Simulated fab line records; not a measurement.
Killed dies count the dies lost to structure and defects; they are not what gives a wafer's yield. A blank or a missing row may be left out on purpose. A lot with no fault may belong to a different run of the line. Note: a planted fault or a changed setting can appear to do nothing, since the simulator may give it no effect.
Which tool did it? / flow gf180mcu / 13 lots, 39 wafers sampled, at 1 step of a route of 602

## WHAT THE GAUGES READ, wafer by wafer
GF_M3_OVL_MEAS_15. Usual: M3_OVL -1 nm, standard deviation 5.1.
lot=L259; measured=day 22 05:17; on=overlay-02; M3_OVL (nm)=3 -4 -7; flag=
lot=L260; measured=day 22 14:29; on=overlay-01; M3_OVL (nm)=1 4 3; flag=
lot=L261; measured=day 23 00:29; on=overlay-01; M3_OVL (nm)=10 9 3; flag=
lot=L262; measured=day 23 02:31; on=overlay-02; M3_OVL (nm)=-3 5 -1; flag=
lot=L264; measured=day 24 00:58; on=overlay-02; M3_OVL (nm)=2 -5 -4; flag=
lot=L266; measured=day 24 13:41; on=overlay-02; M3_OVL (nm)=-2 -1 8; flag=
lot=L267; measured=day 24 21:32; on=overlay-01; M3_OVL (nm)=2 -13 -5; flag=
lot=L272; measured=day 26 13:58; on=overlay-01; M3_OVL (nm)=2 2 1; flag=
lot=L275; measured=day 27 14:19; on=overlay-02; M3_OVL (nm)=3 -4 -3; flag=
lot=L276; measured=day 28 00:10; on=overlay-02; M3_OVL (nm)=-1 3 -3; flag=
lot=L277; measured=day 28 03:19; on=overlay-02; M3_OVL (nm)=0 0 -2; flag=
lot=L278; measured=day 28 05:07; on=overlay-02; M3_OVL (nm)=6 5 -7; flag=
lot=L279; measured=day 28 09:43; on=overlay-01; M3_OVL (nm)=-9 0 -2; flag=

## EACH LOT AND THE TOOL THAT RAN IT (in order: tool; ch and the chambers of the sampled wafers; start)
Before these readings, the record contains no process step.

## WHAT THE TOOLS THEMSELVES READ (means of the sampled wafers that have a number; where no wafer has one, the mark that the record gives instead)
The record holds no such reading with a usual standard deviation.

## THE ANSWER, worked out from the rows above alone
Rule: lot off if the mean of its wafers having a number is beyond 3 standard deviations from the usual mean. A lot without any number at a reading at which 4 lots or more have one is off too. The other lots that the step has rows for count as sound. Order of review: gauges by route order, followed by the tools' own readings, for which a lot's mean as printed above is used. The first step at which some lot is off is used, and at that step the reading that is off furthest; a lot without a number counts as furthest.
None of the lots is off at any reading shown; this tells nothing.

## WHAT THE SIMULATOR PUT IN
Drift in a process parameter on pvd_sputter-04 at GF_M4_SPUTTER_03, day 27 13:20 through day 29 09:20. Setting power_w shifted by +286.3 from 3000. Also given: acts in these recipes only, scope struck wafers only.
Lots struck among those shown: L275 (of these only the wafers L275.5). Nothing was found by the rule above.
